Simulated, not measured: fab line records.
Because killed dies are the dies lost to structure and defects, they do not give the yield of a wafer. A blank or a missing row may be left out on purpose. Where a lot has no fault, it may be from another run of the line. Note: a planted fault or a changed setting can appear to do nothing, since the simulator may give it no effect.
Chamber matching    flow sky130    SKY_VIA3_ETCH_14 on rieDiel-03 has 4 sister chambers
The step etches BARC in N2/H2, stops on SiO2, time 45.9 s, target depth 60 nm. 24 wafers are shown with their chamber, then 12 later ones without.

## WAFERS WITH THEIR CHAMBER
wafer   chamber  oesProductAu (a.u.)  throttleValvePct (%)
L075.3  3        0.864                13.236
L075.4  0        0.855                13.235
L075.6  3        0.851                13.216
L076.1  2        0.853                13.221
L076.2  0        0.847                13.235
L076.3  3        0.857                13.233
L079.4  0        0.857                13.226
L079.5  2        0.849                13.218
L079.6  3        0.857                13.244
L080.2  2        0.850                13.224
L080.5  3        0.861                13.221
L080.6  0        0.861                13.214
L081.2  1        0.851                13.230
L081.4  0        0.859                13.223
L081.6  2        0.857                13.223
L084.1  0        0.853                13.242
L084.4  0        0.850                13.225
L084.6  3        0.847                13.207
L085.2  3        0.853                13.250
L085.3  1        0.847                13.215
L085.6  0        0.863                13.233
L089.3  2        0.852                13.229
L089.5  3        0.852                13.232
L089.6  0        0.854                13.225

SIGNATURES (averages over the wafers above)
reading           chamber 0  chamber 1  chamber 2  chamber 3  scatter within a chamber
oesProductAu      0.85544    0.84900    0.85220    0.85525    0.00488
throttleValvePct  13.22867   13.22250   13.22300   13.22987   0.0105
Rule: for each reading, subtract the chamber's mean from the wafer's reading, divide by that reading's scatter and square the result; add these up over the readings and take the root, which gives the wafer's distance from the chamber. If the next closest chamber is less than 2 further off than the closest, the wafer can't be placed; otherwise it belongs to the closest. The scatter: the root of (the sum of the squares of (reading less its chamber's mean) over the shown wafers, divided by (wafers less chambers)).

## WAFERS WITHOUT THEIR CHAMBER
wafer   oesProductAu (a.u.)  throttleValvePct (%)
L090.1  0.857                13.232
L090.3  0.854                13.228
L090.5  0.856                13.225
L091.1  0.858                13.235
L091.2  0.857                13.218
L091.6  0.854                13.219
L093.2  0.850                13.238
L093.4  0.845                13.220
L093.6  0.857                13.226
L095.2  0.862                13.218
L095.5  0.846                13.220
L095.6  0.853                13.207

## EACH ONE'S CHAMBER
wafer   from the rows above                in truth
L090.1  can't be placed: 3 or 0 or 2 or 1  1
L090.3  can't be placed: 0 or 3 or 2 or 1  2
L090.5  can't be placed: 0 or 3 or 2 or 1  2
L091.1  can't be placed: 3 or 0 or 2 or 1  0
L091.2  can't be placed: 0 or 2 or 3 or 1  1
L091.6  can't be placed: 2 or 0 or 3 or 1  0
L093.2  can't be placed: 3 or 0 or 1 or 2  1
L093.4  can't be placed: 1 or 2 or 0 or 3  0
L093.6  can't be placed: 0 or 3 or 2 or 1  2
L095.2  can't be placed: 0 or 3 or 2 or 1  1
L095.5  can't be placed: 1 or 2 or 0 or 3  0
L095.6  can't be placed: 2 or 1 or 0 or 3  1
0 of 12 placed correctly. Unplaceable from these rows: 12, with the true chamber sitting among the candidates in 12. Placed wrongly: 0.
